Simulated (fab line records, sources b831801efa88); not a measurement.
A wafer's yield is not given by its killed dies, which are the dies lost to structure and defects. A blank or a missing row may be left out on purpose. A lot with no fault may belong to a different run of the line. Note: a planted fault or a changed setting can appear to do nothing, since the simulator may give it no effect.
Check of tool commonality	flow gf180mcu	47 wafers sampled across 13 lots

== WHY THIS WAS OPENED ==
Of 13 lots, 3 have the reading HV_LDD_3_TW flagged at GF_HV_LDD_TW_MEAS_38. Fault-free wafers read 1427, with a standard deviation of 5.7.
Rule: flag the lot when none of its wafers has a number, or when each of its wafers that has one lies beyond 4 standard deviations from that mean. The rest of the lots are taken to be sound.

lot	measured	on	HV_LDD_3_TW, wafer by wafer	flag
L182	day 12 07:52	filmMetro-04	1436 1428 1429	
L183	day 12 18:35	filmMetro-04	1434 1435 1431	
L184	day 13 04:53	filmMetro-04	1439 1425 1437	
L186	day 13 09:35	filmMetro-04	1425 1428 1431	
L187	day 13 18:28	filmMetro-04	1436 1431 1437	
L189	day 14 02:32	filmMetro-01	1425 1430 1424	
L194	day 15 17:34	filmMetro-01	1577 1580 1574 1581 1570 1580	FLAGGED
L195	day 16 03:05	filmMetro-02	1589 1575 1585 1591 1584 1588	FLAGGED
L196	day 16 12:37	filmMetro-04	1582 1581 1585 1582 1574 1585	FLAGGED
L200	day 17 18:31	filmMetro-01	1415 1417 1430	
L201	day 18 03:17	filmMetro-01	1421 1422 1425	
L203	day 18 11:44	filmMetro-02	1421 1420	
L204	day 18 15:10	filmMetro-04	1429 1436 1424	
The mean of the flagged lots' numbers is 1581, +154 from the usual (+27 standard deviations).

== WHICH TOOL EACH LOT WENT THROUGH ==
The record holds 1 process step before the reading, out of a route of 602 steps. Cell contents, in order: the tool; ch with the chambers the sampled wafers went through; the start.
lot	flag	GF_HV_LDD_COAT_14
L182		lithoTrack-04 ch 0, day 11 02:59
L183		lithoTrack-01 ch 0, day 11 12:26
L184		lithoTrack-01 ch 0, day 11 23:32
L186		lithoTrack-02 ch 0, day 12 04:41
L187		lithoTrack-04 ch 0, day 12 12:50
L189		lithoTrack-02 ch 0, day 12 19:41
L194	FLAGGED	lithoTrack-01, day 14 08:46
L195	FLAGGED	lithoTrack-02, day 14 16:56
L196	FLAGGED	lithoTrack-04, day 15 02:28
L200		lithoTrack-02 ch 0, day 16 06:57
L201		lithoTrack-02 ch 0, day 16 16:17
L203		lithoTrack-04 ch 0, day 17 00:05
L204		lithoTrack-04 ch 0, day 17 03:01
What the steps here do:
- GF_HV_LDD_COAT_14: resist thk 1000 nm.
- GF_HV_LDD_TW_MEAS_38

== FLAGGED AGAINST TOTAL, ONE TOOL AT A TIME (gauges that did the reading follow at the end) ==
step	tool	lots run	flagged	share of the flagged lots	sound lots run after its first flagged lot
GF_HV_LDD_COAT_14	lithoTrack-01	3	1	some	0
GF_HV_LDD_COAT_14	lithoTrack-02	5	1	some	2 (L200,L201)
GF_HV_LDD_COAT_14	lithoTrack-04	5	1	some	2 (L203,L204)
GF_HV_LDD_TW_MEAS_38	filmMetro-01	4	1	some	2 (L200,L201)
GF_HV_LDD_TW_MEAS_38	filmMetro-02	2	1	some	1 (L203)
GF_HV_LDD_TW_MEAS_38	filmMetro-04	7	1	some	1 (L204)

== WHAT THE TABLE PERMITS ==
No row of the table ran every flagged lot.

== WHAT THE SIMULATOR HAD PUT IN ==
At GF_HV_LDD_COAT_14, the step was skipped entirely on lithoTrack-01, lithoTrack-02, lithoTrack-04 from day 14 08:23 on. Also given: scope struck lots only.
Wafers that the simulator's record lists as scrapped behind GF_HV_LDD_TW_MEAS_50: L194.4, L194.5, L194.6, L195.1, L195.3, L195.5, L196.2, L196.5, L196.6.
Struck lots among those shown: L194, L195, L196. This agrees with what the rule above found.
